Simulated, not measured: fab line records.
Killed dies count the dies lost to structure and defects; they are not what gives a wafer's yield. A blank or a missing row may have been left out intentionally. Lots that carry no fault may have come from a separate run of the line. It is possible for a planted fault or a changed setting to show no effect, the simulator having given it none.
One fault through the eyes of 2 desks -- flow sky130 -- each desk has only its own numbers; what lay behind them comes last

TOOL OWNER'S DESK, implanter-04
For each lot that ran on this tool, the mean over its sampled wafers that have a number, from the tool's own readings at SKY_VT_ADJUST_HVTP_IMPLANT_09. Marked OUT: a lot whose mean sits more than 4 standard deviations from the usual mean, which makes it out of limits; the brackets give that distance.
Columns: A = beam_energy_keV at SKY_VT_ADJUST_HVTP_IMPLANT_09, usual 150.01
lot,first seen here,A
L883,day 7 04:47,150.04
L887,day 8 10:37,150.01
L888,day 8 13:25,149.99
L893,day 9 21:31,150.00
L895,day 10 09:44,149.96
L897,day 10 19:31,150.01
This desk found nothing out of limits on any of the 6 lots.

METROLOGY DESK
Means of the sampled wafers that have a number, per lot and without regard to the tool the lot ran on: this is what the gauges read. Marked OUT: a lot whose mean sits more than 4 standard deviations from the usual mean, which makes it out of limits; the brackets give that distance.
Columns: A = PWDE_TW at SKY_PWDE_TW_MEAS_10, usual 375.8; B = NWELL_2_TW at SKY_NWELL_TW_MEAS_26, usual 500; C = VT_ADJUST_HVTP_TW at SKY_VT_ADJUST_HVTP_TW_MEAS_11, usual 1364
lot,first seen here,A,B,C
L880,day 4 02:52,376.8,497,1369
L881,day 4 06:56,377.9,502,1359
L883,day 4 19:23,376.5,496,1367
L885,day 5 17:48,375.6,497,1363
L887,day 5 23:33,373.7,499,1359
L888,day 6 01:14,374.4,501,1357
L889,day 6 06:03,376.8,496,1357
L891,day 6 20:58,375.7,496,1351
L893,day 7 05:11,376.2,498,1353
L894,day 7 10:25,373.7,504,1373
L895,day 7 17:07,374.4,502,1317 (-4.7) OUT
L896,day 7 21:58,375.6,502,1374
L897,day 8 02:32,376.3,504,1320 (-4.5) OUT
This desk's finding: out of limits on L895, L897; first on L895, day 10 09:57 (VT_ADJUST_HVTP_TW at SKY_VT_ADJUST_HVTP_TW_MEAS_11). L880, L881, L883, L885, L887, L888, L889, L891, L893, L894, L896: within limits.

BROUGHT TOGETHER
L895, L897 would have let the metrology desk raise an alarm at day 10 09:57.
Nothing out of limits was seen by the tool owner's desk.
On record at the tool owner's desk: L895, L897, within its limits.
On implanter-04, each named lot ran SKY_VT_ADJUST_HVTP_IMPLANT_09.

WHAT WAS PUT IN BY THE SIMULATOR
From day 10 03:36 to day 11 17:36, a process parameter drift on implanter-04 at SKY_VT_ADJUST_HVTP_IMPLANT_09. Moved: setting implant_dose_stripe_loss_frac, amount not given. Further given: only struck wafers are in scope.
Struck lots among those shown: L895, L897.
Hours from the fault's start to each desk's first reading out of limits: the metrology desk, 6.
